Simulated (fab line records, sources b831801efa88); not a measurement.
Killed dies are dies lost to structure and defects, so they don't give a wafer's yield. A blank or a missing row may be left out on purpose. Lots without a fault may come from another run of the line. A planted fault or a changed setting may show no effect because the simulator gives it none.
Which tool did it? | flow sky130 | 14 lots, 42 wafers sampled, at 3 steps of a route of 708

WHAT THE GAUGES READ, wafer by wafer
SKY_METAL1_CD_MEAS_15: target cd 140 nm. Usual: cd_nm 139.5 nm, standard deviation 1.5.
lot  | measured     | on        | cd_nm (nm)        | flag
L326 | day 32 19:17 | cd_sem-02 | 141.8 142.2 141.5 |
L328 | day 33 03:55 | cd_sem-01 | 136.7 136.5 136.5 |
L329 | day 33 12:55 | cd_sem-02 | 139.2 138.3 138.5 |
L333 | day 35 02:33 | cd_sem-02 | 138.5 138.6 139.1 |
L334 | day 35 12:05 | cd_sem-02 | 140.2 140.7 142.9 |
L336 | day 36 01:46 | cd_sem-01 | 141.4 138.9 140.0 |
L338 | day 36 17:09 | cd_sem-02 | 138.2 138.9 138.5 |
L341 | day 37 10:33 | cd_sem-02 | 141.5 140.6 142.2 |
L342 | day 37 22:07 | cd_sem-01 | 140.7 142.1 141.7 |
L343 | day 38 06:18 | cd_sem-02 | 137.3 139.2 138.8 |
L344 | day 38 16:00 | cd_sem-02 | 140.0 139.4 140.0 |
L347 | day 39 05:53 | cd_sem-02 | 139.6 137.0 139.5 |
L348 | day 39 15:44 | cd_sem-02 | 140.5 139.6 139.1 |
L349 | day 39 21:32 | cd_sem-02 | 139.9 139.5 139.6 |

SKY_METAL1_OVL_MEAS_16. Usual: METAL1_OVL -5 nm, standard deviation 5.1.
lot  | measured     | on         | METAL1_OVL (nm) | flag
L326 | day 32 19:23 | overlay-02 | -16 -17 -8      |
L328 | day 33 04:02 | overlay-01 | -16 -12 -5      |
L329 | day 33 13:00 | overlay-01 | -5 2 -3         |
L333 | day 35 02:40 | overlay-01 | 1 -12 -7        |
L334 | day 35 12:11 | overlay-01 | -13 -15 -10     |
L336 | day 36 01:50 | overlay-01 | -1 3 -5         |
L338 | day 36 17:16 | overlay-02 | 2 -5 1          |
L341 | day 37 10:40 | overlay-02 | -2 -7 -6        |
L342 | day 37 22:14 | overlay-01 | 3 6 2           |
L343 | day 38 06:25 | overlay-02 | 0 -4 -7         |
L344 | day 38 16:07 | overlay-02 | -6 -3 -6        |
L347 | day 39 05:59 | overlay-01 | -4 -6 -10       |
L348 | day 39 15:51 | overlay-02 | -12 -1 -7       |
L349 | day 39 21:38 | overlay-01 | -10 -2 -5       |

WHICH TOOL RAN EACH LOT (tool, then ch and the chambers of the sampled wafers, then the start)
lot  | SKY_CONTACT_ETCH_18
L326 | rie_diel-02 ch 1,2,3, day 32 19:17 or earlier
L328 | rie_diel-01 ch 1,3, day 33 03:55 or earlier
L329 | rie_diel-02 ch 0,1,2, day 33 12:55 or earlier
L333 | rie_diel-01 ch 0,1,2, day 35 02:33 or earlier
L334 | rie_diel-02 ch 1,2, day 35 12:05 or earlier
L336 | rie_diel-03 ch 0,1,2, day 36 01:46 or earlier
L338 | rie_diel-03 ch 1,2,3, day 36 17:09 or earlier
L341 | rie_diel-03 ch 0,2,3, day 37 10:33 or earlier
L342 | rie_diel-03 ch 0,3, day 37 22:07 or earlier
L343 | rie_diel-01 ch 1,2, day 38 06:18 or earlier
L344 | rie_diel-02 ch 0,1,3, day 38 16:00 or earlier
L347 | rie_diel-03 ch 0,1, day 39 05:53 or earlier
L348 | rie_diel-01 ch 0,1,2, day 39 15:44 or earlier
L349 | rie_diel-02 ch 0,2,3, day 39 21:32 or earlier
- SKY_CONTACT_ETCH_18: etches Si3N4 in CHF3/O2, stops on TiN, time 39 s, target depth 75 nm.

WHAT THE TOOLS THEMSELVES READ (means of the sampled wafers that have a number; where no wafer has one, the mark that the record gives instead)
SKY_CONTACT_ETCH_18. Usual: drypump_motor_current_A 5.7 A, standard deviation 0.39; oes_product_au 0.857 a.u., standard deviation 0.0078; throttle_valve_pct 8.794 %, standard deviation 0.0095.
lot  | tool        | drypump_motor_current_A (A) | oes_product_au (a.u.) | throttle_valve_pct (%) | flag
L326 | rie_diel-02 | 5.6                         | 0.853                 | 8.792                  |
L328 | rie_diel-01 | 6.2                         | 0.853                 | 8.785                  |
L329 | rie_diel-02 | 5.7                         | 0.855                 | 8.785                  |
L333 | rie_diel-01 | 5.7                         | 0.852                 | 8.803                  |
L334 | rie_diel-02 | 5.6                         | 0.858                 | 8.790                  |
L336 | rie_diel-03 | 5.8                         | 0.861                 | 8.794                  |
L338 | rie_diel-03 | 5.6                         | 0.854                 | 8.786                  |
L341 | rie_diel-03 | 5.7                         | 0.857                 | 8.797                  |
L342 | rie_diel-03 | 5.8                         | 0.855                 | 8.801                  |
L343 | rie_diel-01 | 5.3                         | 0.855                 | 8.793                  |
L344 | rie_diel-02 | 5.7                         | 0.858                 | 8.793                  |
L347 | rie_diel-03 | 6.1                         | 0.856                 | 8.802                  |
L348 | rie_diel-01 | 5.7                         | 0.854                 | 8.789                  |
L349 | rie_diel-02 | 5.5                         | 0.859                 | 8.803                  |

THE ANSWER, worked out from the rows above alone
Rule: a lot is off if the mean of its wafers that have a number lies more than 3 standard deviations from the usual mean. A lot without any number at a reading at which 4 lots or more have one is off too. The other lots that the step has rows for count as sound. The gauges are gone through in route order, then the tools' own readings, and for those a lot's mean is taken as printed above. The first step at which some lot is off is used, and at that step the reading that is off furthest; a lot without a number counts as furthest.
No lot is off at any reading shown: from this, nothing can be told.

WHAT THE SIMULATOR HAD PUT IN
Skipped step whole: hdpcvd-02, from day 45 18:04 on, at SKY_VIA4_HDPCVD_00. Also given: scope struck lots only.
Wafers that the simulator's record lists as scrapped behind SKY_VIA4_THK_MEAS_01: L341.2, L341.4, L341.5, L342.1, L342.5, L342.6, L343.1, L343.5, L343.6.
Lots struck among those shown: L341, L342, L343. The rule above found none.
